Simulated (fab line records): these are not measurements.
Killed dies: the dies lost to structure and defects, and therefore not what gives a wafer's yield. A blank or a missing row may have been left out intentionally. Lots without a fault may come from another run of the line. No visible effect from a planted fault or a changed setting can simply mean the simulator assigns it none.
Which of the tools did it? + flow sky130 + 13 lots with 38 wafers sampled at 2 steps, on a route of 708 steps

WHAT EACH GAUGE READ, for each wafer
SKY_SPACER_THK_MEAS_01.
| lot  | measured     | on            | SPACER_CVD_00_THK (nm) |
|------|--------------|---------------|------------------------|
| L310 | day 23 00:07 | film_metro-04 | 43.5 43.2 43.2         |
| L311 | day 23 04:41 | film_metro-04 | 44.1 44.0 44.2         |
| L312 | day 23 12:45 | film_metro-04 | 43.5 43.6 43.4         |
| L318 | day 25 21:46 | film_metro-02 | 42.8 42.9 42.9         |
| L320 | day 26 11:32 | film_metro-03 | 42.6 43.0              |
| L321 | day 26 23:09 | film_metro-03 | 42.3 42.6 42.5         |
| L324 | day 27 18:00 | film_metro-04 | 43.6 43.2 43.4         |
| L326 | day 28 08:37 | film_metro-04 | 43.1 42.5 43.0         |
| L327 | day 28 20:37 | film_metro-02 | 42.6 43.0 42.4         |
| L329 | day 29 13:38 | film_metro-03 | 43.1 42.6 43.0         |
| L331 | day 30 10:20 | film_metro-02 | 43.2 43.1 43.5         |
| L332 | day 30 13:57 | film_metro-04 | 43.1 43.2 43.5         |
| L333 | day 32 02:27 | film_metro-04 | 42.6 43.0 42.9         |

SKY_SD_N_OVL_MEAS_08.
| lot  | measured     | on         | SD_N_OVL (nm)  |
|------|--------------|------------|----------------|
| L310 | day 27 21:02 | overlay-01 | -0.8 -1.0 0.9  |
| L311 | day 28 02:33 | overlay-02 | 0.5 0.1 0.4    |
| L312 | day 28 09:07 | overlay-02 | 1.6 2.3 0.4    |
| L318 | day 30 16:34 | overlay-02 | -4.1 -3.5 -3.9 |
| L320 | day 31 05:35 | overlay-02 | 1.3 0.3        |
| L321 | day 31 15:34 | overlay-02 | -1.7 -0.3 0.2  |
| L324 | day 32 09:43 | overlay-01 | 0.1 -2.2 0.4   |
| L326 | day 32 22:01 | overlay-01 | -4.8 -4.4 -2.5 |
| L327 | day 33 10:16 | overlay-01 | -0.7 -0.8 -1.8 |
| L329 | day 34 01:39 | overlay-01 | -1.1 -2.0 -2.2 |
| L331 | day 34 21:50 | overlay-01 | 1.2 2.6 1.4    |
| L332 | day 35 00:40 | overlay-01 | 1.3 -1.5 0.6   |
| L333 | day 36 12:37 | overlay-02 | 1.3 1.8 1.6    |

TOOL THAT RAN EACH LOT (tool first, then ch and the chambers of the sampled wafers, then the start)
Before these readings, the record contains no process step.

AS READ BY THE TOOLS THEMSELVES (means over the sampled wafers that have a number; for cases with no such wafer, the mark the record gives instead)
The record holds no such reading with a usual standard deviation.

THE ANSWER, worked out from the rows above alone
Rule: what is usual is taken from the lots themselves. The widest of any qualifying gaps counts: lots, ordered by their means at a reading, are off when they make up no more than a third of the lots, leave a main group of 4 or more, and stand apart from it by 3 or more times the standard deviation of that group's means. Not used: any main group whose means are identical at the precision the tables above print for the reading. A lot without any number at a reading at which 4 lots or more have one is off too. Any other lot the step has rows for is counted as sound. The gauges are gone through in route order, then the tools' own readings, and for those a lot's mean is taken as printed above. The first step at which some lot is off is used, and at that step the reading that is off furthest; a lot without a number counts as furthest.
No lot is off on any of the readings shown, so nothing can be concluded from this.

WHAT THE SIMULATOR PUT IN
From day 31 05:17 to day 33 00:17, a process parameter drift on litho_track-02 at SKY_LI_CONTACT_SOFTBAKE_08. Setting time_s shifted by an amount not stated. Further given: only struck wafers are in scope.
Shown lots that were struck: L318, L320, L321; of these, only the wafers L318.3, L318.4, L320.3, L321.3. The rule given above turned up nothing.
